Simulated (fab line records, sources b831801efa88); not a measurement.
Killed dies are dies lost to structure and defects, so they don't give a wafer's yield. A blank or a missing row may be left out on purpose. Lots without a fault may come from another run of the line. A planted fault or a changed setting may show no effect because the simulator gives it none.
Which tool did it? | flow sky130 | 11 lots, 31 wafers sampled, at 2 steps of a route of 708

WHAT THE GAUGES READ, wafer by wafer
SKY_PASSIVATION_THK_MEAS_03. Usual: PASSIVATION_CVD_02_THK 540 nm, standard deviation 7.5.
lot  | measured     | on            | PASSIVATION_CVD_02_THK (nm) | flag
L983 | day 43 19:31 | film_metro-04 | 535 547 547                 |
L984 | day 44 11:26 | film_metro-04 | 554 544 553                 |
L985 | day 44 15:59 | film_metro-04 | 537 546 547                 |
L986 | day 44 19:20 | film_metro-02 | 537 544 543                 |
L987 | day 44 23:08 | film_metro-02 | 534 535                     |
L989 | day 45 16:17 | film_metro-04 | 540 540                     |
L993 | day 46 12:55 | film_metro-02 | 533 535 548                 |
L995 | day 46 21:34 | film_metro-02 | 537 529 539                 |
L999 | day 48 03:23 | film_metro-04 | 549 549 551                 |
L104 | day 49 02:36 | film_metro-02 | 542 547 550                 |
L106 | day 49 12:11 | film_metro-04 | 533 551 549                 |

WHICH TOOL RAN EACH LOT (tool, then ch and the chambers of the sampled wafers, then the start)
lot  | SKY_CAP2M_METAL_ETCH_13
L983 | rie_metal-02 ch 1, day 40 17:19
L984 | rie_metal-04 ch 0,1, day 41 09:33
L985 | rie_metal-02 ch 0,1, day 41 12:47
L986 | rie_metal-04 ch 0,1, day 41 17:51
L987 | rie_metal-04 ch 0,1, day 41 21:54
L989 | rie_metal-04 ch 0, day 42 14:31
L993 | rie_metal-02 ch 0,1, day 43 13:58
L995 | rie_metal-04 ch 0,1, day 43 23:31
L999 | rie_metal-04 ch 0,1, day 45 09:26
L104 | rie_metal-02 ch 0,1, day 46 12:34
L106 | rie_metal-01 ch 1, day 46 22:55
- SKY_CAP2M_METAL_ETCH_13: etches TiN in Cl2/BCl3, stops on SiO2, target depth 220 nm, time 62.9 s.

WHAT THE TOOLS THEMSELVES READ (means of the sampled wafers that have a number; where no wafer has one, the mark that the record gives instead)
SKY_CAP2M_METAL_ETCH_13. Usual: bcl3_flow_sccm 30.00 sccm, standard deviation 0.089; drypump_motor_current_A 5.64 A, standard deviation 0.14; oes_product_au 0.941 a.u., standard deviation 0.0085; run_length_s 91.5 s, standard deviation 0.66; throttle_valve_pct 21.901 %, standard deviation 0.0096.
lot  | tool         | bcl3_flow_sccm (sccm) | drypump_motor_current_A (A) | oes_product_au (a.u.) | run_length_s (s) | throttle_valve_pct (%) | flag
L983 | rie_metal-02 | 30.05                 | 5.74                        | 0.946                 | 90.9             | 21.891                 |
L984 | rie_metal-04 | 29.88                 | 5.74                        | 0.938                 | 91.8             | 21.888                 |
L985 | rie_metal-02 | 30.02                 | 5.65                        | 0.938                 | 91.2             | 21.901                 |
L986 | rie_metal-04 | 30.03                 | 5.75                        | 0.954                 | 91.7             | 21.891                 |
L987 | rie_metal-04 | 30.02                 | 5.77                        | 0.952                 | 91.6             | 21.909                 |
L989 | rie_metal-04 | 30.17                 | 5.73                        | 0.942                 | 91.5             | 21.907                 |
L993 | rie_metal-02 | 30.06                 | 5.68                        | 0.934                 | 91.1             | 21.908                 |
L995 | rie_metal-04 | 29.97                 | 5.73                        | 0.934                 | 91.9             | 21.906                 |
L999 | rie_metal-04 | 30.05                 | 5.74                        | 0.937                 | 91.5             | 21.904                 |
L104 | rie_metal-02 | 30.03                 | 5.57                        | 0.948                 | 91.2             | 21.901                 |
L106 | rie_metal-01 | 29.95                 | 5.43                        | 0.938                 | 91.4             | 21.905                 |

THE ANSWER, worked out from the rows above alone
Rule: a lot is off if the mean of its wafers that have a number lies more than 3 standard deviations from the usual mean. A lot without any number at a reading at which 4 lots or more have one is off too. The other lots that the step has rows for count as sound. The gauges are gone through in route order, then the tools' own readings, and for those a lot's mean is taken as printed above. The first step at which some lot is off is used, and at that step the reading that is off furthest; a lot without a number counts as furthest.
No lot is off at any reading shown: from this, nothing can be told.

WHAT THE SIMULATOR HAD PUT IN
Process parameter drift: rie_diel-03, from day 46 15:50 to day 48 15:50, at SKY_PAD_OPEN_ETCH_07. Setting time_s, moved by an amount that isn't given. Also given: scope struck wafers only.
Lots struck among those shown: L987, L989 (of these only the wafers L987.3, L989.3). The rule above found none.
